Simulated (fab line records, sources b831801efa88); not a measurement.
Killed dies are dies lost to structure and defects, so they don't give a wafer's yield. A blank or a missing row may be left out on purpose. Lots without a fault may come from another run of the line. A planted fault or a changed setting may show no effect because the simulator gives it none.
fab line records | flow sky130 | part 1 of 2: steps 1 to 33 of 46
record lots=5 wafers=15 last_day=51
route steps=708 shown POLY_GATE@232 LDD_N@237 LDD_P@255 LDD_HVN@267
lots that met no fault: from a run of the same line without faults
start_h: hours from the record's first day to the start of the lot's first wafer shown | wait_h: hours since the lot's step before | " the same as in the row above | L1.1+2: a row that stands for several wafers | - no value, or no start given | * or withheld: withheld | < > ~ a bound
route shown NAME@n: a module of which the file shows steps, and the number in the route of the first | usual: mean/standard deviation of fault-free wafers | same: alike in all rows | chamber/n: place in a boat | sites: the reading at each site | _std_site: their standard deviation | _edge_site: outer sites' mean less inner sites' | radius_mm: how far each site lies from the wafer's centre | mask NAME#n: copy n | behind: the tool/chamber that last shaped the wafer | hold: why the lot was held/for how many hours/how that ended | device: the transistor (n, p or np) that didn't switch | end of line: the same wafers' tests at the end of the route | a step without rows: its recipe alone | killed: dies lost to structure and defects at the first sort, not the wafer's yield | map: a wafer's dies, x killed, . not, _ none there
set.NAME: the setting as run; set.NAME@STEP: as run at that earlier step | model.NAME: the simulator's own value behind a step, which no gauge read
lots at some steps of the route; a table a step, a row a wafer
services: from which hour (start_h, from the record's first day; less than 0 if before it) a tool's chamber was out of use, for how many hours, and why
## steps
# step SKY_POLY_GATE_STRIP_18
# recipe chemistry=O2/N2 power_w=1400 pressure_mtorr=1500 platen_temp_c=withheld o2_flow_sccm=3000 n2_flow_sccm=300 overash_fraction=0.5
# usual drypump_motor_current_A=5.9/0.49 oes_product_au=0.360/0.0047 strip_time_to_endpoint_s=3.15/0.032
# columns lot.wafer tool chamber start_h wait_h drypump_motor_current_A oes_product_au rf_hours_counter_h strip_time_to_endpoint_s
L076.2 plasma_asher-04 1 406.35 0.1 5.6 0.359 72 3.16
L076.3 " 0 " " 5.5 0.366 - 3.12
L076.5 " 0 " " 5.5 0.359 - 3.17
L081.1 plasma_asher-02 0 454.41 0.0 5.5 0.360 1 3.13
L081.2 " 1 " " 5.4 0.360 1 3.12
L081.4 " 1 " " 5.4 0.360 - 3.13
L086.1 plasma_asher-02 1 484.46 0.0 5.4 0.362 4 3.16
L086.5 " 0 " " 5.5 0.367 - 3.13
L086.6 " 1 " " 5.4 0.366 - 3.12
L087.2 plasma_asher-02 1 509.89 0.0 5.4 0.351 7 3.11
L087.3 " 0 " " 5.4 0.369 - 3.12
L087.6 " 1 " " 5.4 0.360 - 3.14
L096.1 plasma_asher-01 0 577.12 0.0 6.4 0.363 47 3.12
L096.2 " 1 " " 6.5 0.357 47 3.09
L096.3 " 1 " " 6.5 0.363 - 3.19
# step SKY_POLY_GATE_CLEAN_19
# recipe chemistry=SC1/SC2 mix=1:4:20 temp_c=70 time_s=150 dry=n2_spin
# columns lot.wafer tool chamber start_h wait_h
L076.2+3+5 wet_bench-03 2 406.45 0.1
L081.1+2+4 wet_bench-03 1 454.51 0.1
L086.1+5+6 wet_bench-03 1 484.56 0.1
L087.2+3+6 wet_bench-02 3 509.99 0.1
L096.1+2+3 wet_bench-01 3 577.22 0.1
# step SKY_POLY_GATE_OXIDATION_20
# recipe temp_c=850 ambient=O2 stabilise_s=600 purge_s=300 target_thk_a=40 ox_time_s=899
# usual zone_power_bottom_pct=26.5/3 zone_power_centre_pct=15.0/1.4 zone_power_top_pct=26.2/0.37
# same stabilise_s=600
# columns lot.wafer tool chamber start_h wait_h zone_power_bottom_pct zone_power_centre_pct zone_power_top_pct
L076.2 furnace-02 0 408.02 1.5 29.7 13.8 26.3
L076.3 " 0 " " 29.1 14.1 26.5
L076.5 " 0 " " 29.2 13.9 26.2
L081.1 furnace-01 0 454.56 0.0 23.1 16.1 25.9
L081.2 " 0 " " 22.9 16.6 26.5
L081.4 " 0 " " 22.8 16.4 26.1
L086.1 furnace-02 0 485.68 1.1 29.1 13.6 26.3
L086.5 " 0 " " 28.7 13.6 26.5
L086.6 " 0 " " 28.8 13.8 25.9
L087.2 furnace-01 0 510.04 0.0 23.1 16.8 25.8
L087.3 " 0 " " 23.3 16.3 25.6
L087.6 " 0 " " 23.2 16.7 25.5
L096.1 furnace-02 0 577.28 0.0 29.0 14.0 26.6
L096.2 " 0 " " 29.5 13.9 26.6
L096.3 " 0 " " 28.7 13.9 26.2
# step SKY_POLY_GATE_THK_MEAS_21
# recipe reads=SiO2_of_POLY_GATE_OXIDATION_20
# usual POLY_GATE_OXIDATION_THK=4.03/0.11
# columns lot.wafer tool chamber start_h wait_h POLY_GATE_OXIDATION_THK[nm]
L076.2 film_metro-03 - 409.28 0.0 4.11
L076.3 " - " " 4.17
L076.5 " - " " 4.12
L081.1 film_metro-03 - 455.81 0.0 4.32
L081.2 " - " " 4.25
L081.4 " - " " 4.19
L086.1 film_metro-04 - 486.93 0.0 4.04
L086.5 " - " " 4.03
L086.6 " - " " 4.02
L087.2 film_metro-04 - 511.30 0.0 4.12
L087.3 " - " " 4.07
L087.6 " - " " 4.02
L096.1 film_metro-02 - 578.53 0.0 3.96
L096.2 " - " " 4.08
L096.3 " - " " 4.02
# step SKY_POLY_GATE_CD_MEAS_22
# usual cd_nm=149.8/2.1
# columns lot.wafer tool chamber start_h wait_h cd_nm
L076.2 cd_sem-02 - 409.36 0.1 150.1
L076.3 " - " " 154.2
L076.5 " - " " 149.9
L081.1 cd_sem-02 - 455.87 0.1 148.7
L081.2 " - " " 150.2
L081.4 " - " " 151.6
L086.1 cd_sem-01 - 486.99 0.1 150.3
L086.5 " - " " 150.4
L086.6 " - " " 149.8
L087.2 cd_sem-01 - 511.38 0.1 146.7
L087.3 " - " " 144.0
L087.6 " - " " 145.4
L096.1 cd_sem-01 - 578.59 0.1 149.2
L096.2 " - " " 149.4
L096.3 " - " " 152.4
# step SKY_LDD_N_DEHYDRATE_00
# recipe temp_c=200 time_s=60
# usual plate_temp_C=199.98/0.15
# columns lot.wafer tool chamber start_h wait_h plate_temp_C
L076.2 litho_track-04 0 423.79 14.4 200.25
L076.3 " 0 " " 199.97
L076.5 " 0 " " 200.01
L081.1 litho_track-01 0 470.89 15.0 200.17
L081.2 " 0 " " 199.89
L081.4 " 0 " " 200.17
L086.1 litho_track-02 0 501.85 14.8 199.65
L086.5 " 0 " " 200.11
L086.6 " 0 " " 199.95
L087.2 litho_track-04 0 525.74 14.3 199.73
L087.3 " 0 " " 199.99
L087.6 " 0 " " 199.76
L096.1 litho_track-04 0 593.51 14.9 199.79
L096.2 " 0 " " 199.85
L096.3 " 0 " " 200.02
# step SKY_LDD_N_HMDS_01
# recipe prime_time_s=60 prime_temp_c=120
# columns lot.wafer tool chamber start_h wait_h
L076.2+3+5 litho_track-04 0 423.94 0.1
L081.1+2+4 litho_track-01 0 471.04 0.1
L086.1+5+6 litho_track-02 0 502.00 0.1
L087.2+3+6 litho_track-04 0 525.89 0.1
L096.1+2+3 litho_track-04 0 593.66 0.1
# step SKY_LDD_N_COAT_02
# recipe resist=NOVOLAK spin_rpm=3000 resist_thk_nm=300
# columns lot.wafer tool chamber start_h wait_h
L076.2+3+5 litho_track-04 0 424.09 0.1
L081.1+2+4 litho_track-01 0 471.19 0.1
L086.1+5+6 litho_track-02 0 502.15 0.1
L087.2+3+6 litho_track-04 0 526.04 0.1
L096.1+2+3 litho_track-04 0 593.81 0.1
# step SKY_LDD_N_SOFTBAKE_03
# recipe temp_c=90 time_s=60 resist=NOVOLAK
# usual plate_temp_C=89.99/0.13
# columns lot.wafer tool chamber start_h wait_h plate_temp_C
L076.2 litho_track-04 0 424.24 0.1 89.94
L076.3 " 0 " " 90.08
L076.5 " 0 " " 90.02
L081.1 litho_track-01 0 471.34 0.1 89.88
L081.2 " 0 " " 89.69
L081.4 " 0 " " 89.98
L086.1 litho_track-02 0 502.30 0.1 89.93
L086.5 " 0 " " 89.78
L086.6 " 0 " " 89.91
L087.2 litho_track-04 0 526.19 0.1 90.04
L087.3 " 0 " " 90.04
L087.6 " 0 " " 89.89
L096.1 litho_track-04 0 593.96 0.1 89.92
L096.2 " 0 " " 90.21
L096.3 " 0 " " 90.00
# step SKY_LDD_N_EXPOSE_04
# recipe mask_id=NTM target_cd_nm=840 na=0.6 source_shape=conventional sigma_outer=0.6 dose_mj=110
# columns lot.wafer tool chamber start_h wait_h mask
L076.2+3+5 iline_stepper-01 0 - - NTM#0
L081.1+2+4 iline_stepper-01 0 - - NTM#0
L086.1+5+6 iline_stepper-02 0 - - NTM#0
L087.2+3+6 iline_stepper-02 0 - - NTM#0
L096.1+2+3 iline_stepper-01 0 - - NTM#0
# step SKY_LDD_N_PEB_05
# recipe temp_c=withheld time_s=* resist=NOVOLAK
# columns lot.wafer tool chamber start_h wait_h
L076.2+3+5 litho_track-02 0 - -
L081.1+2+4 litho_track-01 0 - -
L086.1+5+6 litho_track-01 0 - -
L087.2+3+6 litho_track-02 0 - -
L096.1+2+3 litho_track-02 0 - -
# step SKY_LDD_N_DEVELOP_06
# recipe develop_time_s=60 dev_temp_c=23
# same develop_time_s=60
# columns lot.wafer tool chamber start_h wait_h
L076.2+3+5 litho_track-02 0 439.47 0.1
L081.1+2+4 litho_track-01 0 485.89 0.1
L086.1+5+6 litho_track-01 0 516.79 0.1
L087.2+3+6 litho_track-02 0 541.17 0.1
L096.1+2+3 litho_track-02 0 607.85 0.1
# step SKY_LDD_N_OVL_MEAS_07
# usual LDD_N_OVL=1.1/1.4
# columns lot.wafer tool chamber start_h wait_h LDD_N_OVL[nm]
L076.2 overlay-02 - 439.60 0.1 1.3
L076.3 " - " " 1.4
L076.5 " - " " 0.5
L081.1 overlay-02 - 486.04 0.1 2.2
L081.2 " - " " 0.6
L081.4 " - " " -0.1
L086.1 overlay-02 - 516.94 0.1 -2.5
L086.5 " - " " -0.9
L086.6 " - " " 0.2
L087.2 overlay-02 - 541.30 0.1 -0.3
L087.3 " - " " 0.7
L087.6 " - " " 0.8
L096.1 overlay-01 - 608.00 0.1 2.2
L096.2 " - " " 1.1
L096.3 " - " " 3.3
# step SKY_LDD_N_IMPLANT_08
# recipe species=As energy_kev=20 dose_cm2=7.5e+13 tilt_deg=withheld rotation_deg=23
# columns lot.wafer tool chamber start_h wait_h
L076.2+3+5 implanter-01 0 439.66 0.0
L081.1+2+4 implanter-01 0 486.07 0.0
L086.1+5+6 implanter-01 0 516.97 0.0
L087.2+3+6 implanter-01 0 541.36 0.0
L096.1+2+3 implanter-01 0 608.03 0.0
# step SKY_LDD_N_IMPLANT_09
# recipe species=As energy_kev=20 dose_cm2=7.5e+13 tilt_deg=withheld rotation_deg=113
# columns lot.wafer tool chamber start_h wait_h
L076.2+3+5 implanter-01 0 439.81 0.1
L081.1+2+4 implanter-01 0 486.22 0.1
L086.1+5+6 implanter-01 0 517.12 0.1
L087.2+3+6 implanter-01 0 541.51 0.1
L096.1+2+3 implanter-01 0 608.18 0.1
# step SKY_LDD_N_IMPLANT_10
# recipe species=As energy_kev=20 dose_cm2=7.5e+13 tilt_deg=withheld rotation_deg=203
# columns lot.wafer tool chamber start_h wait_h
L076.2+3+5 implanter-01 0 439.96 0.1
L081.1+2+4 implanter-01 0 486.37 0.1
L086.1+5+6 implanter-01 0 517.27 0.1
L087.2+3+6 implanter-01 0 541.66 0.1
L096.1+2+3 implanter-01 0 608.33 0.1
# step SKY_LDD_N_IMPLANT_11
# recipe species=As energy_kev=20 dose_cm2=7.5e+13 tilt_deg=withheld rotation_deg=293
# columns lot.wafer tool chamber start_h wait_h
L076.2+3+5 implanter-01 0 440.11 0.1
L081.1+2+4 implanter-01 0 486.52 0.1
L086.1+5+6 implanter-01 0 517.42 0.1
L087.2+3+6 implanter-01 0 541.81 0.1
L096.1+2+3 implanter-01 0 608.48 0.1
# step SKY_LDD_N_IMPLANT_12
# recipe species=BF2 energy_kev=50 dose_cm2=5e+12 tilt_deg=30 rotation_deg=0
# columns lot.wafer tool chamber start_h wait_h
L076.2+3+5 implanter-01 0 440.26 0.1
L081.1+2+4 implanter-01 0 486.67 0.1
L086.1+5+6 implanter-01 0 517.57 0.1
L087.2+3+6 implanter-01 0 541.96 0.1
L096.1+2+3 implanter-01 0 608.63 0.1
# step SKY_LDD_N_IMPLANT_13
# recipe species=BF2 energy_kev=50 dose_cm2=5e+12 tilt_deg=30 rotation_deg=90
# columns lot.wafer tool chamber start_h wait_h
L076.2+3+5 implanter-01 0 440.41 0.1
L081.1+2+4 implanter-01 0 486.82 0.1
L086.1+5+6 implanter-01 0 517.72 0.1
L087.2+3+6 implanter-01 0 542.11 0.1
L096.1+2+3 implanter-01 0 608.78 0.1
# step SKY_LDD_N_IMPLANT_14
# recipe species=BF2 energy_kev=50 dose_cm2=5e+12 tilt_deg=30 rotation_deg=180
# columns lot.wafer tool chamber start_h wait_h
L076.2+3+5 implanter-01 0 440.56 0.1
L081.1+2+4 implanter-01 0 486.97 0.1
L086.1+5+6 implanter-01 0 517.87 0.1
L087.2+3+6 implanter-01 0 542.26 0.1
L096.1+2+3 implanter-01 0 608.93 0.1
# step SKY_LDD_N_IMPLANT_15
# recipe species=BF2 energy_kev=50 dose_cm2=5e+12 tilt_deg=30 rotation_deg=270
# columns lot.wafer tool chamber start_h wait_h
L076.2+3+5 implanter-01 0 440.71 0.1
L081.1+2+4 implanter-01 0 487.12 0.1
L086.1+5+6 implanter-01 0 518.02 0.1
L087.2+3+6 implanter-01 0 542.41 0.1
L096.1+2+3 implanter-01 0 609.08 0.1
# step SKY_LDD_N_STRIP_16
# recipe chemistry=O2/N2 power_w=1400 pressure_mtorr=1500 platen_temp_c=withheld o2_flow_sccm=3000 n2_flow_sccm=300 overash_fraction=0.5
# usual drypump_motor_current_A=6.0/0.47 oes_product_au=0.407/0.0047 strip_time_to_endpoint_s=4.315/0.015
# columns lot.wafer tool chamber start_h wait_h drypump_motor_current_A oes_product_au rf_hours_counter_h strip_time_to_endpoint_s
L076.2 plasma_asher-03 0 440.83 0.1 5.4 0.404 58 4.306
L076.3 " 1 " " 6.4 0.402 - 4.321
L076.5 " 1 " " 6.4 0.402 - 4.320
L081.1 plasma_asher-01 1 487.27 0.1 6.4 0.409 38 4.307
L081.2 " 0 " " 6.4 0.417 38 4.307
L081.4 " 0 " " 6.4 0.398 - 4.304
L086.1 plasma_asher-04 1 518.17 0.1 5.7 0.411 84 4.301
L086.5 " 0 " " 5.5 0.402 - 4.299
L086.6 " 1 " " 5.6 0.409 - 4.305
L087.2 plasma_asher-04 0 542.53 0.1 5.5 0.406 86 4.304
L087.3 " 1 " " 5.7 0.407 - 4.289
L087.6 " 1 " " 5.6 0.408 - 4.298
L096.1 plasma_asher-03 0 609.23 0.1 5.3 0.405 76 4.345
L096.2 " 1 " " 6.4 0.404 76 4.332
L096.3 " 1 " " 6.4 0.400 - 4.338
# step SKY_LDD_N_TW_MEAS_17
# usual LDD_N_TW=2583/27
# columns lot.wafer tool chamber start_h wait_h LDD_N_TW
L076.2 film_metro-01 - 440.94 0.1 2533
L076.3 " - " " 2526
L076.5 " - " " 2535
L081.1 film_metro-02 - 487.37 0.1 2593
L081.2 " - " " 2606
L081.4 " - " " 2594
L086.1 film_metro-03 - 518.27 0.1 2592
L086.5 " - " " 2620
L086.6 " - " " 2608
L087.2 film_metro-03 - 542.64 0.1 2609
L087.3 " - " " 2591
L087.6 " - " " 2590
L096.1 film_metro-01 - 609.33 0.1 2551
L096.2 " - " " 2547
L096.3 " - " " 2557
# step SKY_LDD_P_DEHYDRATE_00
# recipe temp_c=200 time_s=60
# usual plate_temp_C=199.98/0.17
# columns lot.wafer tool chamber start_h wait_h plate_temp_C
L076.2 litho_track-03 0 456.10 15.1 199.90
L076.3 " 0 " " 199.98
L076.5 " 0 " " 199.93
L081.1 litho_track-03 0 501.97 14.6 200.00
L081.2 " 0 " " 200.09
L081.4 " 0 " " 200.13
L086.1 litho_track-03 0 533.22 14.9 200.04
L086.5 " 0 " " 199.70
L086.6 " 0 " " 199.83
L087.2 litho_track-01 0 557.31 14.7 199.84
L087.3 " 0 " " 199.94
L087.6 " 0 " " 199.99
L096.1 litho_track-02 0 623.75 14.4 200.05
L096.2 " 0 " " 200.06
L096.3 " 0 " " 200.17
# step SKY_LDD_P_HMDS_01
# recipe prime_time_s=60 prime_temp_c=120
# columns lot.wafer tool chamber start_h wait_h
L076.2+3+5 litho_track-03 0 456.25 0.1
L081.1+2+4 litho_track-03 0 502.12 0.1
L086.1+5+6 litho_track-03 0 533.37 0.1
L087.2+3+6 litho_track-01 0 557.46 0.1
L096.1+2+3 litho_track-02 0 623.90 0.1
# step SKY_LDD_P_COAT_02
# recipe resist=NOVOLAK spin_rpm=3000 resist_thk_nm=1140
# columns lot.wafer tool chamber start_h wait_h
L076.2+3+5 litho_track-03 0 456.40 0.1
L081.1+2+4 litho_track-03 0 502.27 0.1
L086.1+5+6 litho_track-03 0 533.52 0.1
L087.2+3+6 litho_track-01 0 557.61 0.1
L096.1+2+3 litho_track-02 0 624.05 0.1
# step SKY_LDD_P_SOFTBAKE_03
# recipe temp_c=90 time_s=60 resist=NOVOLAK
# usual plate_temp_C=90.01/0.13
# columns lot.wafer tool chamber start_h wait_h plate_temp_C
L076.2 litho_track-03 0 456.55 0.1 89.99
L076.3 " 0 " " 90.16
L076.5 " 0 " " 90.04
L081.1 litho_track-03 0 502.42 0.1 89.72
L081.2 " 0 " " 90.03
L081.4 " 0 " " 89.97
L086.1 litho_track-03 0 533.67 0.1 89.92
L086.5 " 0 " " 90.02
L086.6 " 0 " " 89.88
L087.2 litho_track-01 0 557.76 0.1 89.90
L087.3 " 0 " " 89.98
L087.6 " 0 " " 89.93
L096.1 litho_track-02 0 624.20 0.1 90.18
L096.2 " 0 " " 90.27
L096.3 " 0 " " 90.16
# step SKY_LDD_P_EXPOSE_04
# recipe mask_id=PSDM na=0.6 source_shape=conventional sigma_outer=0.6 polarization=unpolarized target_cd_nm=380 dose_mj=138
# columns lot.wafer tool chamber start_h wait_h mask
L076.2+3+5 iline_stepper-01 0 - - PSDM#0
L081.1+2+4 iline_stepper-02 0 - - PSDM#0
L086.1+5+6 iline_stepper-01 0 - - PSDM#0
L087.2+3+6 iline_stepper-02 0 - - PSDM#0
L096.1+2+3 iline_stepper-01 0 - - PSDM#0
# step SKY_LDD_P_PEB_05
# recipe temp_c=withheld time_s=* resist=NOVOLAK
# columns lot.wafer tool chamber start_h wait_h
L076.2+3+5 litho_track-02 0 - -
L081.1+2+4 litho_track-01 0 - -
L086.1+5+6 litho_track-03 0 - -
L087.2+3+6 litho_track-03 0 - -
L096.1+2+3 litho_track-01 0 - -
# step SKY_LDD_P_DEVELOP_06
# recipe resist=NOVOLAK developer=TMAH develop_time_s=60 dev_temp_c=23
# same develop_time_s=60
# columns lot.wafer tool chamber start_h wait_h
L076.2+3+5 litho_track-02 0 472.02 0.1
L081.1+2+4 litho_track-01 0 517.09 0.1
L086.1+5+6 litho_track-03 0 548.47 0.1
L087.2+3+6 litho_track-03 0 572.60 0.1
L096.1+2+3 litho_track-01 0 638.64 0.1
# step SKY_LDD_P_CD_MEAS_07
# recipe target_cd_nm=380
# usual cd_nm=380.2/2.5
# columns lot.wafer tool chamber start_h wait_h cd_nm
L076.2 cd_sem-01 - 472.17 0.1 382.9
L076.3 " - " " 382.0
L076.5 " - " " 380.0
L081.1 cd_sem-01 - 517.24 0.1 378.5
L081.2 " - " " 378.4
L081.4 " - " " 380.5
L086.1 cd_sem-02 - 548.62 0.1 377.6
L086.5 " - " " 380.0
L086.6 " - " " 380.6
L087.2 cd_sem-02 - 572.74 0.1 379.9
L087.3 " - " " 379.9
L087.6 " - " " 382.1
L096.1 cd_sem-01 - 638.79 0.1 379.2
L096.2 " - " " 379.1
L096.3 " - " " 378.5
# step SKY_LDD_P_OVL_MEAS_08
# usual LDD_P_OVL=-0.8/2.1
# columns lot.wafer tool chamber start_h wait_h LDD_P_OVL[nm]
L076.2 overlay-02 - 472.27 0.1 3.1
L076.3 " - " " 1.3
L076.5 " - " " 0.2
L081.1 overlay-01 - 517.36 0.1 -2.2
L081.2 " - " " -2.0
L081.4 " - " " -1.4
L086.1 overlay-01 - 548.74 0.1 1.5
L086.5 " - " " 1.4
L086.6 " - " " 1.5
L087.2 overlay-01 - 572.85 0.1 -0.7
L087.3 " - " " -1.6
L087.6 " - " " -1.0
L096.1 overlay-02 - 638.91 0.1 -0.7
L096.2 " - " " 1.5
L096.3 " - " " 2.3
# step SKY_LDD_P_IMPLANT_09
# recipe species=BF2 energy_kev=25 dose_cm2=1e+13 tilt_deg=withheld
# columns lot.wafer tool chamber start_h wait_h
L076.2+3+5 implanter-01 0 472.33 0.0
L081.1+2+4 implanter-03 0 517.39 0.0
L086.1+5+6 implanter-01 0 548.78 0.0
L087.2+3+6 implanter-02 0 572.90 0.0
L096.1+2+3 implanter-02 0 638.94 0.0
